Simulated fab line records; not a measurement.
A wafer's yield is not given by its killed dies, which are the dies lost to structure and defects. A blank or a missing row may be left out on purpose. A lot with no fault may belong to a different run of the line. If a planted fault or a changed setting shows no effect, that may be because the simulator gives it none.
Problem report, 8D (eight disciplines) form, completed by code	flow sky130	the parts of the form that need people (team, actions taken, sign-off) are left out

1. THE ISSUE
Wafers free of any fault read 624.7 ohm/sq (standard deviation 1.5) for NWELL_RS at SKY_NWELL_RS_MEAS_29, against a mean of 632.9 ohm/sq on 6 wafers of 2 lots. Relative to the usual mean, that is a shift of +5.4 standard deviations.
The step: measures by four-point-probe.
First observed at day 10 10:23: wafer L457.1, on film_metro-01. Wafers with a number at this step in the record: 39, from 13 lots. Rule for "out", or "out of limits": more than 4 standard deviations from the usual mean. All remaining wafers that have a number are taken as sound.

2. WHAT THIS IS AND IS NOT
question	is	is not
which readings at this step	NWELL_RS	-
which lots	L457, L458	L437, L440, L442, L445, L447, L448, L449, L455, L456, L459, L460
which wafers of those lots	all that have a number	-
read on which gauges	film_metro-01, film_metro-02	film_metro-03
when	from day 10 10:23	up to then (27 sound wafers); but 6 sound wafers of L459, L460 came after

3. SUSPECTS, AND WHAT RULES EACH OUT
Counting: a tool stays on the suspect list if, at a process step up to the reading, it processed all lots that are out and no sound lot following the first of them.
- ruled out: the gauge at SKY_NWELL_RS_MEAS_29. Those wafers that are out were read across 2 gauges (film_metro-01, film_metro-02).
- implanter-03 at SKY_NWELL_IMPLANT_11: kept. It processed each lot that is out, first L457 at day 9 11:43, and no sound lot thereafter; up to then, the last sound lot it processed was L455 at day 9 02:33. Its own beam_energy_keV readings are out on those wafers.
Remaining after the count: implanter-03 at SKY_NWELL_IMPLANT_11.

4. THE CAUSE (what the simulator had put in)
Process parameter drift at SKY_NWELL_IMPLANT_11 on implanter-03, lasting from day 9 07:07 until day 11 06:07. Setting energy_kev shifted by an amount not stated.
Counting left only this tool.

5. THE CHAIN OF EFFECTS, in route order
Rows list readings where the struck wafers' mean (over those with a number) sits beyond 3 standard deviations from the usual. Only readings for which the record gives a usual standard deviation are gone through. hours: the time from each lot's start at the first step in this table that gives one to its start at this step, as a median over the lots. sigmas: the change in usual standard deviations.
hours	step	reading	usual	on struck wafers	change	sigmas
0	SKY_NWELL_IMPLANT_11	beam_energy_keV	399.99	380.96	-19.03	-99 or more
23	SKY_NWELL_RS_MEAS_29	NWELL_RS	624.7 ohm/sq	632.9	+8.2	+5.4
The process steps in it:
- SKY_NWELL_IMPLANT_11
Later steps that measure or inspect, where all struck wafers having a row at the step show a number for every such reading and not one has moved that far: SKY_VT_ADJUST_PCH_OVL_MEAS_07, SKY_LDD_P_CD_MEAS_07.

6. HOW IT WOULD HAVE BEEN CAUGHT EARLIER
In this record the first reading out of limits at a measuring or inspecting step was taken at day 10 10:23, 27 hours after the fault began at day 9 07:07.
At SKY_NWELL_IMPLANT_11, the tool's own readings (beam_energy_keV) were out on each struck wafer the step has a row for, so an alarm limit on them would have fired on the first such wafer.
Lots out: 2; all had begun SKY_NWELL_IMPLANT_11 on implanter-03 by day 10 10:23. None of them would have been spared by holding the tool at that moment.
